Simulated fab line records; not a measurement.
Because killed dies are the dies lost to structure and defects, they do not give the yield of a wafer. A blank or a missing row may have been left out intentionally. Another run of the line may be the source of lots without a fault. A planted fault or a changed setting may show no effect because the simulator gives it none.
Which tool is to blame? + flow sky130 + Sampling: 15 lots, 45 wafers, 3 of 708 route steps

## WHAT THE GAUGES READ, wafer by wafer
SKY_VT_ADJUST_PCH_TW_MEAS_10.
| lot  | measured     | on            | VT_ADJUST_PCH_TW  |
|------|--------------|---------------|-------------------|
| L219 | day 10 07:02 | film-metro-03 | 143.3 144.3 143.6 |
| L221 | day 10 21:55 | film-metro-01 | 143.5 142.7 142.5 |
| L222 | day 11 07:41 | film-metro-02 | 144.1 144.6 143.8 |
| L223 | day 11 16:46 | film-metro-03 | 142.9 143.2 142.3 |
| L224 | day 11 22:11 | film-metro-02 | 144.8 144.0 144.1 |
| L225 | day 12 09:18 | film-metro-03 | 142.7 142.6 141.7 |
| L229 | day 13 13:55 | film-metro-01 | 143.5 144.3 144.1 |
| L232 | day 14 19:10 | film-metro-02 | 143.9 144.9 144.1 |
| L234 | day 15 11:02 | film-metro-01 | 144.8 144.8 145.5 |
| L235 | day 15 17:37 | film-metro-03 | 143.3 142.2 142.9 |
| L236 | day 15 22:11 | film-metro-03 | 142.7 142.3 141.6 |
| L237 | day 16 07:09 | film-metro-03 | 142.8 142.7 141.8 |
| L238 | day 17 00:10 | film-metro-03 | 143.2 142.7 143.5 |
| L242 | day 17 16:11 | film-metro-01 | 144.8 145.7 145.1 |
| L241 | day 17 16:32 | film-metro-02 | 144.1 144.2 144.8 |

SKY_LDD_HVN_OVL_MEAS_07.
| lot  | measured     | on         | LDD_HVN_OVL (nm) |
|------|--------------|------------|------------------|
| L219 | day 20 02:26 | overlay-02 | -1.3 -1.2 -1.6   |
| L221 | day 20 17:34 | overlay-02 | -1.6 0.5 -1.0    |
| L225 | day 22 16:20 | overlay-01 | -3.2 -3.2 -1.4   |
| L229 | day 24 03:32 | overlay-01 | -0.4 -0.6 -2.0   |
| L232 | day 25 09:32 | overlay-02 | 0.9 1.0 1.2      |
| L234 | day 26 03:05 | overlay-01 | 1.9 0.0 -2.1     |
| L235 | day 26 06:34 | overlay-01 | 0.1 -0.5 -2.3    |
| L236 | day 26 17:33 | overlay-02 | -1.8 -2.6 -0.9   |
| L237 | day 27 00:10 | overlay-01 | 1.8 0.7 0.1      |
| L238 | day 27 15:25 | overlay-02 | -1.8 -3.1 -3.7   |
| L242 | day 28 08:19 | overlay-01 | 1.1 1.2 0.5      |
| L241 | day 28 10:29 | overlay-01 | 1.1 -0.7 -1.9    |

## WHAT TOOL EACH LOT RAN ON (gives the tool, then ch and the chambers of the sampled wafers, and finally the start)
| lot  | SKY_LDD_N_IMPLANT_15            |
|------|---------------------------------|
| L219 | implanter-03 ch 0, day 17 14:17 |
| L221 | implanter-02 ch 0, day 18 04:59 |
| L222 | implanter-02, day 18 20:17      |
| L223 | implanter-03, day 19 07:58      |
| L224 | implanter-04, day 19 14:01      |
| L225 | implanter-02 ch 0, day 20 02:16 |
| L229 | implanter-04 ch 0, day 21 14:19 |
| L232 | implanter-04 ch 0, day 22 21:17 |
| L234 | implanter-04 ch 0, day 23 15:17 |
| L235 | implanter-03 ch 0, day 23 19:37 |
| L236 | implanter-04 ch 0, day 24 05:26 |
| L237 | implanter-03 ch 0, day 24 13:14 |
| L238 | implanter-02 ch 0, day 25 05:34 |
| L242 | implanter-04 ch 0, day 25 21:49 |
| L241 | implanter-02 ch 0, day 25 23:33 |
- SKY_LDD_N_IMPLANT_15

## AS READ BY THE TOOLS THEMSELVES (means over the sampled wafers that have a number; for cases with no such wafer, the mark the record gives instead)
SKY_LDD_N_IMPLANT_15.
| lot  | tool         | beam-energy-keV | beam-on-s (s) |
|------|--------------|-----------------|---------------|
| L219 | implanter-03 | 50.010          | 9.93          |
| L221 | implanter-02 | 50.001          | 10.05         |
| L222 | implanter-02 | -               | -             |
| L223 | implanter-03 | -               | -             |
| L224 | implanter-04 | -               | -             |
| L225 | implanter-02 | 49.999          | 10.03         |
| L229 | implanter-04 | 50.003          | 9.97          |
| L232 | implanter-04 | 49.988          | 10.04         |
| L234 | implanter-04 | 49.996          | 9.85          |
| L235 | implanter-03 | 49.990          | 9.91          |
| L236 | implanter-04 | 49.989          | 10.01         |
| L237 | implanter-03 | 49.992          | 10.17         |
| L238 | implanter-02 | 49.998          | 9.98          |
| L242 | implanter-04 | 49.988          | 10.04         |
| L241 | implanter-02 | 49.995          | 10.02         |

## THE ANSWER, worked out from the rows above alone
Rule: usual is defined by the lots themselves. The widest of any qualifying gaps counts: lots, ordered by their means at a reading, are off when they make up no more than a third of the lots, leave a main group of 4 or more, and stand apart from it by 3 or more times the standard deviation of that group's means. The tables above print the reading to a certain number of digits; a main group whose means all agree to those digits is not used. A lot without any number at a reading at which 4 lots or more have one is off too. Where the step has rows for the other lots, those lots are counted as sound. First the gauges in route order, then the tools' own readings, where a lot's mean is used as printed above. The first step at which some lot is off is used, and at that step the reading that is off furthest; a lot without a number counts as furthest.
Off at SKY_LDD_N_IMPLANT_15 (beam-energy-keV): L222, L223, L224. Without a number there: L222, L223, L224. Mean 49.996 and standard deviation 0.0065 in the main group.
A tool fits if, at that step or a process step before it, it ran every lot that is off, and no sound lot after the first of them. None of those tried fits.

## WHAT THE SIMULATOR PUT IN
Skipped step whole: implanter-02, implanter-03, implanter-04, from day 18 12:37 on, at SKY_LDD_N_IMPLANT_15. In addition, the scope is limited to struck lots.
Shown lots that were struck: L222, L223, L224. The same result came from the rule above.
